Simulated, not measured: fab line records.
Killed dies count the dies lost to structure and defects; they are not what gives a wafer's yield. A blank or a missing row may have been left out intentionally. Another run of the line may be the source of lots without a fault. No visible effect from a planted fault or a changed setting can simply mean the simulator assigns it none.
What tool caused it?    flow sky130    Sampling: 7 lots, 21 wafers, 2 of 708 route steps

WHAT THE GAUGES SHOWED, per wafer
SKY_VT_ADJUST_LVTN_TW_MEAS_21.
lot   measured      on            VT_ADJUST_LVTN_2_TW
L451  day 8 09:20   filmMetro-03  185.2 185.3 185.0
L454  day 9 05:53   filmMetro-03  186.6 186.7 185.7
L457  day 9 22:41   filmMetro-03  187.4 187.6 186.5
L459  day 10 13:28  filmMetro-03  187.2 187.2 187.3
L461  day 11 05:07  filmMetro-03  164.5 164.4 163.6
L463  day 11 18:02  filmMetro-01  187.3 187.9 188.1
L472  day 14 07:37  filmMetro-03  186.2 183.7 184.1

WHICH TOOL RAN EACH LOT (tool, then ch and the chambers of the sampled wafers, then the start)
lot   SKY_VT_ADJUST_LVTN_IMPLANT_19
L451  implanter-04 ch 0, day 8 09:05
L454  implanter-03 ch 0, day 9 05:40
L457  implanter-03 ch 0, day 9 22:26
L459  implanter-01 ch 0, day 10 13:13
L461  implanter-01 ch 0, day 11 04:52
L463  implanter-04 ch 0, day 11 17:47
L472  implanter-03 ch 0, day 14 07:22
- SKY_VT_ADJUST_LVTN_IMPLANT_19

THE ANSWER, worked out from the rows above alone
Rule: what is usual is taken from the lots themselves. The widest of any qualifying gaps counts: lots, ordered by their means at a reading, are off when they make up no more than a third of the lots, leave a main group of 4 or more, and stand apart from it by 3 or more times the standard deviation of that group's means. A main group is skipped when, at the precision printed for the reading in the tables above, its means are all equal. A lot without any number at a reading at which 4 lots or more have one is off too. Where the step has rows for the other lots, those lots are counted as sound.
Off: at SKY_VT_ADJUST_LVTN_TW_MEAS_21 (VT_ADJUST_LVTN_2_TW), L461. Mean 186.4 and standard deviation 1.1 in the main group.
A tool fits if, at a process step before that reading, it ran every lot that is off, and no sound lot after the first of them. Those tools and the gauges at SKY_VT_ADJUST_LVTN_TW_MEAS_21 are tried in the same way. One fits: implanter-01 at SKY_VT_ADJUST_LVTN_IMPLANT_19. A fault onset in the window from L459 (day 10 13:13, its last sound lot) to L461 (day 11 04:52, its first lot off) fits.

WHAT HAD BEEN PUT IN BY THE SIMULATOR
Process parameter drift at SKY_VT_ADJUST_LVTN_IMPLANT_19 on implanter-01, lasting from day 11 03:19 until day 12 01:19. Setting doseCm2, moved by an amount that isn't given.
Struck lots among those shown: L461. Same finding as the rule above.
